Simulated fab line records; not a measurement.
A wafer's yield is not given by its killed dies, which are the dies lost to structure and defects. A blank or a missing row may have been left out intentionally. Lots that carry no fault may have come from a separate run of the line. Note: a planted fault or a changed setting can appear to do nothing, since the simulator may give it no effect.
A struck lot beside a sound one -- flow sky130 -- 43 out of 708 route steps
Sound: these wafers, L283.1, L283.2, L283.3. Struck: wafer L292.1. (L292.3, L292.5 of the same lot were not struck and are left out.) The cause comes at the end.
Per side, at each step with rows, come the tool, then ch with its chambers, and then its first start. Under that, the readings that differ: sound wafers -- struck wafers -- difference of the means -- sigmas: that difference in standard deviations of wafers without a fault.
alike: a reading whose means differ by less than 2 such deviations, as well as words and numbers matching on both sides. not compared: withheld readings; readings where some wafer has no value; bounds like >300 that might hide an equal value; numbers whose values overlap and for which the record gives no deviation.
Wherever a step has rows on one side only, a row that says differs or no value, or a row with sigmas, the two part there. Numbers that don't overlap but have no deviation are shown without sigmas and don't part them. Lack of a reading on every wafer of one side parts them only where that side has two or more wafers.

first, 3 steps without rows for these wafers: SKY_VIA4_STRIP_14 (strips in post etch residue remover, time 1200 s); SKY_VIA4_CLEAN_15 (cleans in IPA, time 180 s); SKY_VIA4_CLEAN_16 (cleans in O3/DIW).
SKY_VIA4_SPUTTER_17: material TiN, target thk 20 nm, time 80 s.
  struck on pvdSputter-02, day 48 18:03; sound on pvdSputter-03, day 46 13:44
  alike: chamberPressurePa, throttleValvePct
then, 1 step without rows for these wafers: SKY_VIA4_CVD_18 (deposits W, target thk 505 nm, time 152.14 s).
SKY_VIA4_RS_MEAS_19: measures by four-point-probe.
  struck on filmMetro-01, day 48 18:16; sound on filmMetro-03, day 46 13:57
reading,sound,struck,difference,sigmas
VIA4_W_RS (ohm/sq),0.2273 0.2253 0.2296,0.2232,-0.0042,-2
SKY_VIA4_THK_MEAS_20: measures by xrf.
  struck on filmMetro-01, day 48 18:23; sound on filmMetro-03, day 46 14:04
  alike: VIA4_W_THK
then, 3 steps without rows for these wafers: SKY_VIA4_CMP_21 (polishes, stops on SiO2, t overpolish 25 s, target thk 0 nm); SKY_METAL5_SPUTTER_00 (material Ti, target thk 15 nm, time 10 s); SKY_METAL5_SPUTTER_01 (material TiN, target thk 20 nm, time 16.7 s).
SKY_METAL5_SPUTTER_02: material AlCu, target thk 1150 nm, time 61.2 s.
  struck on pvdSputter-04, day 48 18:57; sound on pvdSputter-02, day 46 14:29
  alike: chamberPressurePa, throttleValvePct
SKY_METAL5_SPUTTER_03: material Ti, target thk 5 nm, time 3.3 s.
  struck on pvdSputter-04, day 48 19:00; sound on pvdSputter-02, day 46 14:32
reading,sound,struck,difference,sigmas
chamberPressurePa (Pa),0.3994 0.4003 0.3992,0.4015,+0.0019,+2
  alike: throttleValvePct
SKY_METAL5_SPUTTER_04: material TiN, target thk 70 nm, time 58.3 s.
  struck on pvdSputter-04, day 48 19:01; sound on pvdSputter-02, day 46 14:33
  alike: chamberPressurePa, throttleValvePct
SKY_METAL5_RS_MEAS_05: measures by four-point-probe.
  struck on filmMetro-01, day 48 19:04; sound on filmMetro-01, day 46 14:36
  alike: METAL5_ALCU_RS
SKY_METAL5_THK_MEAS_06: measures by xrf.
  struck on filmMetro-01, day 48 19:11; sound on filmMetro-01, day 46 14:43
  alike: METAL5_ALCU_THK
then, 13 steps without rows for these wafers: SKY_METAL5_DEHYDRATE_07 (time 60 s); SKY_METAL5_HMDS_08 (prime time 60 s); SKY_METAL5_COAT_09 (resist thk 1800 nm); SKY_METAL5_SOFTBAKE_10 (time 60 s); SKY_METAL5_EXPOSE_11 (exposes mask MM5, target cd 1600 nm); SKY_METAL5_PEB_12; SKY_METAL5_DEVELOP_13 (develop time 60 s); SKY_METAL5_DESCUM_14 (chemistry O2, time 11 s); SKY_METAL5_METAL_ETCH_15 (etches the open film in Cl2/BCl3, stops on SiO2, target depth 1260 nm, time 252 s); SKY_METAL5_STRIP_16 (strips in O2/N2); SKY_METAL5_STRIP_17 (strips in post etch residue remover, time 1200 s); SKY_METAL5_CLEAN_18 (cleans in IPA, time 180 s); SKY_METAL5_CLEAN_19 (cleans in O3/DIW).
SKY_PASSIVATION_CVD_00: deposits SiO2, target thk 90 nm.
  sound on pecvd-04 ch 0,1,2, day 47 11:32; struck on pecvd-04 ch 0, day 49 13:20
  alike: heaterPowerOuterW, heaterPowerW
SKY_PASSIVATION_THK_MEAS_01:
  struck on filmMetro-03, day 49 13:22; sound on filmMetro-02, day 47 11:33
  alike: PASSIVATION_CVD_00_THK
SKY_PASSIVATION_CVD_02: deposits Si3N4, target thk 540 nm.
  sound on pecvd-01 ch 0,1,2, day 47 11:37; struck on pecvd-02 ch 2, day 49 13:25
reading,sound,struck,difference,sigmas
heaterPowerOuterW (W),406 360 349,504,+132,+2
heaterPowerW (W),718 635 626,881,+221,+3
SKY_PASSIVATION_THK_MEAS_03:
  struck on filmMetro-02, day 49 13:39; sound on filmMetro-03, day 47 11:50
  alike: PASSIVATION_CVD_02_THK
then, 10 steps without rows for these wafers: SKY_PASSIVATION_DEHYDRATE_04 (time 60 s); SKY_PASSIVATION_HMDS_05 (prime time 60 s); SKY_PASSIVATION_COAT_06 (resist thk 3000 nm); SKY_PASSIVATION_SOFTBAKE_07; SKY_PASSIVATION_EXPOSE_08 (exposes mask NSM, target cd 3000 nm); SKY_PASSIVATION_PEB_09; SKY_PASSIVATION_DEVELOP_10 (develop time 60 s); SKY_PASSIVATION_ETCH_11 (etches the open film in CF4/O2, stops on AlCu, target depth 725 nm, time 161.1 s); SKY_PASSIVATION_STRIP_12 (strips in O2/N2); SKY_PAD_OPEN_DEHYDRATE_00 (time 60 s).
SKY_PAD_OPEN_PROBE_99:
  struck on prober-02, day 51 00:42; sound on prober-01, day 49 02:55
reading,sound,struck,difference,sigmas
defectLimitedYield (%),79.7 78.0 80.1,75.4,-3.9,-2
killed_at_M4_up,2 2 4,49,+46,+29
killedAtFrontEnd,24 14 21,7,-13,-3
killedAtOther,0 0 0,3,+3,+5
killedDies,100 108 98,121,+19,+2
killedOpen,49 56 60,35,-20,-3
model.etest.tester.sort_bin_3_pct (%),1.22 0.4065 0.813,3.252,+2.439,
  alike: killed_at_M0_to_M3, killedAtContacts, killedShort
  not compared: model.etest.tester.sortNPass, model.etest.tester.sortYieldPct, model.etest.tester.sort_bin_5_pct

WHERE THEY PART
First at SKY_VIA4_RS_MEAS_19; last, within this record, at SKY_PAD_OPEN_PROBE_99.

WHY: what had been put in by the simulator
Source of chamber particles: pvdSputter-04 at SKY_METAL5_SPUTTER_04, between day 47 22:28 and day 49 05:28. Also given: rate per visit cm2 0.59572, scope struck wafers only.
